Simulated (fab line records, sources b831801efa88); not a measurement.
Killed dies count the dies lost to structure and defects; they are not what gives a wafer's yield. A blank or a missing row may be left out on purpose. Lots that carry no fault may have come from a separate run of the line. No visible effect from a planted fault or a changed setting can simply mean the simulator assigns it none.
fab line records	flow sky130
[record] lots = 15	wafers = 45	lastDay = 50
route steps=708 shown FIELD_ISO@3 NWELL@67 CONTACT@411 METAL1@438
lots untouched by any fault: they come from a run of this same line in which no faults occurred
startH: start of the lot's first displayed wafer, in hours after the record's first day	waitH: how many hours have passed since the lot's step before this one	" as in the row above	L1.1+2: a row that stands for several wafers	- no value, or no start was given	* or withheld: withheld	< > ~ a bound
route shown NAME@n: names a module that has steps shown in the file, with the first one's number in the route	usual: mean/standard deviation taken from wafers without a fault	same: alike in all rows	chamber/n: place in a boat	sites: each site's reading	_std_site: standard deviation of those values	_edge_site: mean of outer sites minus mean of inner sites	radiusMm: how far each site lies from the wafer's centre	mask NAME#n: copy n	behind: the tool/chamber that last shaped the wafer	hold: why the lot was held/for how many hours/how that ended	device: the n, p or np transistor that did not switch	end of line: the tests these same wafers got at the end of their route	where a step has no rows: the recipe by itself	killed: at the first sort, the dies lost to defects and structure; wafer yield is something else	map: the dies of a wafer, with x for killed, . for not killed, _ for no die there
set.NAME: the setting as run; set.NAME@STEP: as run at that earlier step	model.NAME: the simulator's own value behind a step, which no gauge read
a sample of lots followed through the steps of the route, with each step as a table and each wafer as a row
services: the hour from which a tool's chamber was out of use, counted from the record's first day as startH (under 0 if before that day), plus the number of hours and why
[[steps]]
[step SKY_FIELD_ISO_THK_MEAS_02]
[recipe] reads = SiO2_of_FIELD_ISO_OXIDATION_01
[usual] FIELD_ISO_OXIDATION_00_THK = 12.05/0.25
lot.wafer	tool	chamber	startH	waitH	FIELD_ISO_OXIDATION_00_THK[nm]
L872.1	filmMetro-03	-	17.68	0.0	11.67
L872.3	"	-	"	"	11.63
L872.5	"	-	"	"	11.58
L873.4	filmMetro-01	-	21.90	0.0	11.83
L873.5	"	-	"	"	11.99
L873.6	"	-	"	"	11.71
L874.1	filmMetro-03	-	27.53	0.0	12.26
L874.2	"	-	"	"	12.31
L874.4	"	-	"	"	12.39
L875.1	filmMetro-03	-	32.82	0.0	12.22
L875.3	"	-	"	"	12.15
L875.6	"	-	"	"	12.41
L876.1	filmMetro-01	-	37.38	0.0	12.05
L876.2	"	-	"	"	12.06
L876.5	"	-	"	"	11.81
L877.1	filmMetro-01	-	43.54	0.0	12.48
L877.3	"	-	"	"	12.53
L877.4	"	-	"	"	12.48
L878.1	filmMetro-01	-	46.90	0.0	11.94
L878.2	"	-	"	"	12.05
L878.3	"	-	"	"	12.18
L885.1	filmMetro-03	-	81.99	0.0	11.91
L885.2	"	-	"	"	11.82
L885.4	"	-	"	"	11.78
L887.3	filmMetro-01	-	91.65	0.0	11.49
L887.5	"	-	"	"	11.59
L887.6	"	-	"	"	11.30
L888.1	filmMetro-01	-	97.15	0.0	12.27
L888.4	"	-	"	"	12.28
L888.6	"	-	"	"	12.36
L889.1	filmMetro-03	-	101.63	0.0	11.78
L889.2	"	-	"	"	11.90
L889.5	"	-	"	"	11.94
L890.3	filmMetro-03	-	107.58	0.0	11.95
L890.5	"	-	"	"	11.90
L890.6	"	-	"	"	12.02
L891.1	filmMetro-03	-	111.94	0.0	12.29
L891.2	"	-	"	"	12.26
L891.5	"	-	"	"	12.47
L892.1	filmMetro-01	-	117.63	0.0	12.45
L892.3	"	-	"	"	12.38
L892.4	"	-	"	"	12.35
L893.2	filmMetro-01	-	122.51	0.0	12.19
L893.4	"	-	"	"	12.28
L893.5	"	-	"	"	12.07
[step SKY_NWELL_STRIP_14]
[recipe] chemistry = O2/N2	powerW = 1400	pressureMtorr = 1500	platenTempC = withheld	o2FlowSccm = 3000	n2FlowSccm = 300	overashFraction = 0.5
[usual] chamberPressureMTorr = 1500.1/1.4	drypumpMotorCurrentA = 5.5/0.61	oesProductAu = 0.722/0.0043	stripTimeToEndpointS = 36.87/0.099
lot.wafer	tool	chamber	startH	waitH	chamberPressureMTorr	drypumpMotorCurrentA	oesProductAu	rfHoursCounterH	stripTimeToEndpointS
L872.1	plasmaAsher-01	1	93.31	0.1	1502.4	4.8	0.724	27	36.79
L872.3	"	1	"	"	1500.4	4.8	0.719	-	36.75
L872.5	"	1	"	"	1498.4	4.8	0.718	-	36.63
L873.4	plasmaAsher-01	1	100.68	0.1	1500.4	4.9	0.719	-	36.88
L873.5	"	0	"	"	1497.6	5.2	0.718	-	36.90
L873.6	"	1	"	"	1498.8	4.9	0.715	-	36.93
L874.1	plasmaAsher-01	0	104.50	0.1	1499.3	5.2	0.719	29	36.90
L874.2	"	1	"	"	1500.0	4.8	0.720	29	36.86
L874.4	"	0	"	"	1500.8	5.2	0.717	-	36.94
L875.1	plasmaAsher-02	1	110.06	0.1	-	-	-	-	-
L875.3	"	0	"	"	-	-	-	-	-
L875.6	"	0	"	"	-	-	-	-	-
L876.1	plasmaAsher-01	0	114.47	0.1	-	-	-	-	-
L876.2	"	1	"	"	-	-	-	-	-
L876.5	"	1	"	"	-	-	-	-	-
L877.1	plasmaAsher-02	1	121.87	0.1	-	-	-	-	-
L877.3	"	1	"	"	-	-	-	-	-
L877.4	"	0	"	"	-	-	-	-	-
L878.1	plasmaAsher-02	0	126.52	0.1	1498.1	5.0	0.724	45	36.89
L878.2	"	1	"	"	1497.0	6.1	0.727	45	36.97
L878.3	"	1	"	"	1500.4	6.1	0.726	-	36.92
L885.1	plasmaAsher-02	0	166.87	0.1	1501.7	5.0	0.727	49	36.81
L885.2	"	1	"	"	1500.9	6.1	0.725	49	36.87
L885.4	"	0	"	"	1499.2	5.0	0.724	-	36.94
L887.3	plasmaAsher-02	1	178.71	0.1	1499.3	6.1	0.721	-	36.99
L887.5	"	1	"	"	1499.3	6.1	0.723	-	36.99
L887.6	"	0	"	"	1500.8	5.0	0.719	-	36.96
L888.1	plasmaAsher-01	1	185.26	0.1	1499.2	4.8	0.718	37	36.90
L888.4	"	1	"	"	1498.4	4.8	0.727	-	36.82
L888.6	"	0	"	"	1500.3	5.2	0.722	-	36.96
L889.1	plasmaAsher-04	1	188.37	0.1	1500.7	5.8	0.720	6	36.92
L889.2	"	0	"	"	1500.5	6.6	0.724	6	36.90
L889.5	"	0	"	"	1500.5	6.6	0.725	-	37.00
L890.3	plasmaAsher-02	0	197.04	0.1	1499.1	5.0	0.718	-	36.80
L890.5	"	0	"	"	1500.5	5.0	0.718	-	36.84
L890.6	"	1	"	"	1499.5	6.1	0.719	-	36.88
L891.1	plasmaAsher-01	1	205.66	0.1	1498.5	4.8	0.729	39	36.91
L891.2	"	0	"	"	1503.2	5.2	0.725	39	37.00
L891.5	"	0	"	"	1499.8	5.2	0.723	-	36.80
L892.1	plasmaAsher-02	1	209.25	0.1	1501.9	6.1	0.718	53	36.84
L892.3	"	1	"	"	1499.4	6.1	0.724	-	36.79
L892.4	"	0	"	"	1499.7	5.0	0.722	-	36.68
L893.2	plasmaAsher-01	1	214.96	0.1	1501.1	4.9	0.717	40	36.83
L893.4	"	1	"	"	1500.6	4.8	0.720	-	36.86
L893.5	"	1	"	"	1498.8	4.8	0.723	-	36.87
[step SKY_NWELL_STRIP_25]
[recipe] chemistry = O2/N2	powerW = 1400	pressureMtorr = 1500	platenTempC = withheld	o2FlowSccm = 3000	n2FlowSccm = 300	overashFraction = 0.5
[usual] chamberPressureMTorr = 1500.1/1.7	drypumpMotorCurrentA = 5.5/0.63	oesProductAu = 0.722/0.0047	stripTimeToEndpointS = 36.88/0.098
lot.wafer	tool	chamber	startH	waitH	chamberPressureMTorr	drypumpMotorCurrentA	oesProductAu	rfHoursCounterH	stripTimeToEndpointS
L872.1	plasmaAsher-01	1	111.17	0.1	1499.7	4.8	0.720	29	36.87
L872.3	"	1	"	"	1500.2	4.8	0.716	-	36.97
L872.5	"	1	"	"	1503.2	4.8	0.724	-	36.96
L873.4	plasmaAsher-02	1	119.41	0.1	1499.3	6.1	0.725	-	36.85
L873.5	"	1	"	"	1499.1	6.2	0.727	-	36.81
L873.6	"	0	"	"	1501.8	5.0	0.723	-	36.98
L874.1	plasmaAsher-02	0	122.87	0.1	1500.5	5.0	0.710	45	36.74
L874.2	"	1	"	"	1502.0	6.1	0.727	45	36.67
L874.4	"	1	"	"	1500.9	6.1	0.732	-	36.65
L875.1	plasmaAsher-04	1	128.46	0.1	1499.3	5.8	0.745	0	81.11
L875.3	"	0	"	"	1498.6	6.6	0.737	-	81.09
L875.6	"	0	"	"	1499.8	6.6	0.736	-	81.12
L876.1	plasmaAsher-01	0	133.11	0.1	1500.9	5.2	0.735	32	81.18
L876.2	"	1	"	"	1500.2	4.8	0.736	32	81.00
L876.5	"	1	"	"	1500.4	4.8	0.739	-	81.12
L877.1	plasmaAsher-01	0	141.10	0.1	1500.2	5.3	0.735	33	80.97
L877.3	"	1	"	"	1500.1	4.8	0.740	-	81.05
L877.4	"	0	"	"	1501.8	5.3	0.740	-	80.96
L878.1	plasmaAsher-04	1	145.51	0.1	1498.3	5.8	0.726	2	37.00
L878.2	"	0	"	"	1500.1	6.6	0.729	2	36.99
L878.3	"	0	"	"	1500.2	6.6	0.729	-	37.14
L885.1	plasmaAsher-02	0	187.40	0.1	1487.2	5.0	0.720	51	36.79
L885.2	"	1	"	"	1499.1	6.1	0.717	51	36.93
L885.4	"	1	"	"	1501.2	6.1	0.722	-	36.80
L887.3	plasmaAsher-01	1	198.83	0.1	1500.5	4.8	0.718	-	36.90
L887.5	"	0	"	"	1498.2	5.2	0.734	-	36.97
L887.6	"	1	"	"	1498.5	4.8	0.716	-	36.73
L888.1	plasmaAsher-02	1	206.61	0.1	1499.5	6.1	0.719	53	36.86
L888.4	"	1	"	"	1501.1	6.1	0.720	-	36.87
L888.6	"	1	"	"	1499.4	6.1	0.718	-	36.90
L889.1	plasmaAsher-01	1	210.16	0.1	1501.5	4.8	0.721	40	37.01
L889.2	"	0	"	"	1500.1	5.2	0.720	40	37.02
L889.5	"	0	"	"	1499.0	5.2	0.728	-	37.04
L890.3	plasmaAsher-02	0	218.71	0.1	1501.5	4.9	0.728	-	37.07
L890.5	"	1	"	"	1499.9	6.1	0.730	-	36.92
L890.6	"	0	"	"	1500.1	5.0	0.719	-	36.90
L891.1	plasmaAsher-01	1	227.70	0.1	1501.1	4.9	0.731	41	36.77
L891.2	"	0	"	"	1499.0	5.2	0.721	41	36.84
L891.5	"	0	"	"	1500.4	5.3	0.719	-	36.84
L892.1	plasmaAsher-04	0	231.42	0.1	1499.9	6.6	0.727	10	36.79
L892.3	"	1	"	"	1499.0	5.8	0.719	-	36.73
L892.4	"	0	"	"	1496.9	6.6	0.719	-	36.78
L893.2	plasmaAsher-01	0	237.70	0.1	1500.1	5.2	0.716	42	36.79
L893.4	"	1	"	"	1499.4	4.9	0.724	-	36.89
L893.5	"	1	"	"	1499.2	4.8	0.718	-	36.97
[step SKY_NWELL_TW_MEAS_26]
[usual] NWELL_2_TW = 493/3.3
lot.wafer	tool	chamber	startH	waitH	NWELL_2_TW
L872.1	filmMetro-03	-	111.27	0.1	488
L872.3	"	-	"	"	491
L872.5	"	-	"	"	490
L873.4	filmMetro-04	-	119.50	0.1	496
L873.5	"	-	"	"	498
L873.6	"	-	"	"	496
L874.1	filmMetro-04	-	122.97	0.1	497
L874.2	"	-	"	"	493
L874.4	"	-	"	"	497
L875.1	filmMetro-04	-	128.56	0.1	30
L875.3	"	-	"	"	30
L875.6	"	-	"	"	30
L876.1	filmMetro-03	-	133.21	0.1	30
L876.2	"	-	"	"	29
L876.5	"	-	"	"	30
L877.1	filmMetro-04	-	141.20	0.1	30
L877.3	"	-	"	"	30
L877.4	"	-	"	"	30
L878.1	filmMetro-02	-	145.61	0.1	495
L878.2	"	-	"	"	493
L878.3	"	-	"	"	495
L885.1	filmMetro-03	-	187.50	0.1	492
L885.2	"	-	"	"	494
L885.4	"	-	"	"	494
L887.3	filmMetro-02	-	198.92	0.1	489
L887.5	"	-	"	"	492
L887.6	"	-	"	"	490
L888.1	filmMetro-02	-	206.71	0.1	495
L888.4	"	-	"	"	491
L888.6	"	-	"	"	495
L889.1	filmMetro-03	-	210.26	0.1	492
L889.2	"	-	"	"	490
L889.5	"	-	"	"	489
L890.3	filmMetro-04	-	218.79	0.1	493
L890.5	"	-	"	"	493
L890.6	"	-	"	"	496
L891.1	filmMetro-03	-	227.80	0.1	489
L891.2	"	-	"	"	490
L891.5	"	-	"	"	488
L892.1	filmMetro-02	-	231.52	0.1	487
L892.3	"	-	"	"	488
L892.4	"	-	"	"	492
L893.2	filmMetro-03	-	237.81	0.1	490
L893.4	"	-	"	"	490
L893.5	"	-	"	"	491
[step SKY_CONTACT_BOW_MEAS_05]
[recipe] mode = bow
[usual] CONTACT_BOW = 82/7.6
lot.wafer	tool	chamber	startH	waitH	CONTACT_BOW[um]
L872.1	filmMetro-03	-	714.57	0.2	89
L872.3	"	-	"	"	83
L872.5	"	-	"	"	80
L873.4	filmMetro-02	-	725.28	0.2	80
L873.5	"	-	"	"	82
L873.6	"	-	"	"	67
L874.1	filmMetro-03	-	729.05	0.2	82
L874.2	"	-	"	"	88
L874.4	"	-	"	"	87
L875.1	filmMetro-03	-	749.37	0.2	76
L875.3	"	-	"	"	84
L875.6	"	-	"	"	82
L876.1	filmMetro-01	-	760.94	0.1	92
L876.2	"	-	"	"	89
L876.5	"	-	"	"	92
L878.1	filmMetro-03	-	761.30	0.1	79
L878.2	"	-	"	"	88
L878.3	"	-	"	"	86
L877.1	filmMetro-03	-	761.89	0.2	81
L877.3	"	-	"	"	83
L877.4	"	-	"	"	87
L885.1	filmMetro-01	-	838.30	0.2	81
L885.2	"	-	"	"	97
L885.4	"	-	"	"	72
L887.3	filmMetro-01	-	839.74	0.2	74
L887.5	"	-	"	"	83
L887.6	"	-	"	"	81
L889.1	filmMetro-01	-	858.05	0.1	90
L889.2	"	-	"	"	95
L889.5	"	-	"	"	72
L888.1	filmMetro-01	-	860.16	0.1	80
L888.4	"	-	"	"	79
L888.6	"	-	"	"	72
L890.3	filmMetro-02	-	862.31	0.3	82
L890.5	"	-	"	"	71
L890.6	"	-	"	"	84
L891.1	filmMetro-03	-	864.91	0.2	92
L891.2	"	-	"	"	81
L891.5	"	-	"	"	79
L892.1	filmMetro-02	-	879.97	0.1	89
L892.3	"	-	"	"	95
L892.4	"	-	"	"	85
L893.2	filmMetro-03	-	887.98	0.1	78
L893.4	"	-	"	"	77
L893.5	"	-	"	"	64
[step SKY_METAL1_SPUTTER_04]
[recipe] material = TiN	targetThkNm = 70	powerW = 6500	timeS = 58.3	chamberPressurePa = 0.4
[usual] throttleValvePct = 30.3/0.72
lot.wafer	tool	chamber	startH	waitH	throttleValvePct
L872.1	pvdSputter-03	-	743.93	0.0	30.1
L872.3	"	-	"	"	30.4
L872.5	"	-	"	"	30.3
L873.4	pvdSputter-04	-	754.01	0.0	28.6
L873.5	"	-	"	"	28.8
L873.6	"	-	"	"	30.3
L874.1	pvdSputter-01	-	758.21	0.0	30.1
L874.2	"	-	"	"	31.3
L874.4	"	-	"	"	29.3
L875.1	pvdSputter-03	-	777.77	0.0	30.1
L875.3	"	-	"	"	30.0
L875.6	"	-	"	"	29.7
L876.1	pvdSputter-01	-	789.53	0.0	29.1
L876.2	"	-	"	"	31.7
L876.5	"	-	"	"	29.2
L878.1	pvdSputter-01	-	790.36	0.0	29.2
L878.2	"	-	"	"	30.6
L878.3	"	-	"	"	31.5
L877.1	pvdSputter-03	-	790.48	0.0	30.3
L877.3	"	-	"	"	30.7
L877.4	"	-	"	"	30.0
L885.1	pvdSputter-03	-	861.99	0.0	30.7
L885.2	"	-	"	"	30.2
L885.4	"	-	"	"	30.7
L887.3	pvdSputter-04	-	864.20	0.0	29.9
L887.5	"	-	"	"	30.1
L887.6	"	-	"	"	28.4
L889.1	pvdSputter-01	-	884.12	0.0	30.5
L889.2	"	-	"	"	30.5
L889.5	"	-	"	"	31.3
L888.1	pvdSputter-04	-	886.02	0.0	31.3
L888.4	"	-	"	"	30.1
L888.6	"	-	"	"	31.3
L890.3	pvdSputter-01	-	889.07	0.0	29.2
L890.5	"	-	"	"	30.4
L890.6	"	-	"	"	30.6
L891.1	pvdSputter-01	-	891.35	0.0	30.4
L891.2	"	-	"	"	30.4
L891.5	"	-	"	"	31.4
L892.1	pvdSputter-03	-	906.64	0.0	30.9
L892.3	"	-	"	"	30.0
L892.4	"	-	"	"	30.5
L893.2	pvdSputter-01	-	914.65	0.0	30.8
L893.4	"	-	"	"	30.5
L893.5	"	-	"	"	31.4
[[services]]
tool	chamber	startH	hours	kind
pvdSputter-03	-	105.06	8.6	repair
plasmaAsher-02	-	112.78	5.2	repair
pvdSputter-01	-	149.50	0.5	repair
pvdSputter-01	-	162.38	1.0	repair
pvdSputter-01	-	178.06	1.2	repair
pvdSputter-01	-	306.13	11.6	repair
plasmaAsher-02	-	421.25	9.0	pm
pvdSputter-01	-	423.55	6.1	repair
pvdSputter-01	-	430.35	1.0	repair
plasmaAsher-01	-	434.18	14.6	pm
pvdSputter-01	-	442.59	6.8	repair
plasmaAsher-02	-	460.10	0.5	repair
plasmaAsher-02	-	460.46	0.8	repair
plasmaAsher-01	-	480.32	1.8	repair
pvdSputter-01	-	562.54	44.6	repair
pvdSputter-01	-	564.33	3.0	repair
plasmaAsher-01	-	594.66	3.3	repair
plasmaAsher-01	-	652.99	6.3	repair
pvdSputter-01	-	653.46	1.2	repair
pvdSputter-01	-	694.26	3.1	repair
pvdSputter-01	-	709.68	48.0	repair
plasmaAsher-02	-	711.60	2.8	pm
plasmaAsher-02	-	738.30	37.4	repair
plasmaAsher-01	-	814.01	2.3	repair
[[key]]
[firstSign] step = SKY_NWELL_STRIP_14	reading = toolRecord	direction = missing
[effect] step = SKY_NWELL_STRIP_25	reading = stripTimeToEndpointS	direction = up	sigmas = 99+	usual = *	struck = *
[effect] step = SKY_NWELL_TW_MEAS_26	reading = NWELL_2_TW	direction = down	sigmas = 99+	usual = 493	struck = 30
metAt SKY_NWELL_STRIP_14
struckLots L875,L876,L877
sortLeftOut L875.1,L875.3,L875.6,L876.1,L876.2,L876.5,L877.1,L877.3,L877.4
testerLeftOut L875,L876,L877
notActingAt SKY_FIELD_ISO_THK_MEAS_02,SKY_CONTACT_BOW_MEAS_05,SKY_METAL1_SPUTTER_04
onsetBetween 104.50 110.06
[fault] kind = skippedStepWhole	tool = plasmaAsher-01,plasmaAsher-02	chamber = -	onsetH = 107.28	steps = SKY_NWELL_STRIP_14	scope = struckLotsOnly
// testerLeftOut: of these lots the tester's yield and bins aren't shown, on N5 and GAA mostly nor the transistor test; their killed dies are dies lost to structure and defects alone, not to doping, threshold or leakage, so they don't give the yield
// sortLeftOut: the simulated sort isn't trusted on such a fault, so these wafers' sort isn't shown, and their yield isn't known
